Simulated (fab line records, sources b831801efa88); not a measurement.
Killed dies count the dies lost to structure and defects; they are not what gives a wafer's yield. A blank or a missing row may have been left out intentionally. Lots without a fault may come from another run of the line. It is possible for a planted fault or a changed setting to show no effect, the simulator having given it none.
One fault through the eyes of 2 desks ; flow gf180mcu ; every desk sees just its own numbers, and what lay behind them comes last

== METROLOGY DESK ==
What the gauges read, lot by lot, whatever tool the lot ran on: means of the sampled wafers that have a number. A lot is out of limits, marked OUT, if its mean lies more than 4 standard deviations from the usual mean; the brackets give that distance.
Columns: A = STI_OXIDATION_THK at GF_STI_THK_MEAS_02, usual 10.00 nm
lot;first seen here;A
L598;day 2 12:44;9.82
L599;day 2 17:55;10.07
L601;day 3 03:35;10.12
L602;day 3 08:38;9.94
L603;day 3 13:49;10.11
L604;day 3 18:31;9.87
L605;day 3 23:32;10.06
L612;day 5 10:31;9.91
L613;day 5 17:46;9.57
L614;day 5 23:13;10.04
L615;day 6 03:09;10.13
L616;day 6 06:31;9.98
This desk found nothing out of limits on any of the 12 lots.

== AT THE TOOL OWNER'S DESK: lithoTrack-04 ==
The tool's own readings at GF_LVPWELL_COAT_02 (resist thk 3000 nm): means of the sampled wafers that have a number, for each lot that ran on this tool. A lot is out of limits, marked OUT, if its mean lies more than 4 standard deviations from the usual mean; the brackets give that distance.
Columns: A = spinSpeedRpm at GF_LVPWELL_COAT_02, usual 1999.8 rpm
lot;first seen here;A
L598;day 4 17:17;2000.1
L601;day 5 10:44;1998.4
L605;day 6 08:25;1999.8
L612;day 7 23:51;2000.0
L614;day 8 12:31;1999.7
This desk found nothing out of limits on any of the 5 lots.

== PUT TOGETHER ==
Metrology desk: nothing out of limits seen.
Nothing out of limits was seen by the tool owner's desk.

== WHAT WAS PUT IN BY THE SIMULATOR ==
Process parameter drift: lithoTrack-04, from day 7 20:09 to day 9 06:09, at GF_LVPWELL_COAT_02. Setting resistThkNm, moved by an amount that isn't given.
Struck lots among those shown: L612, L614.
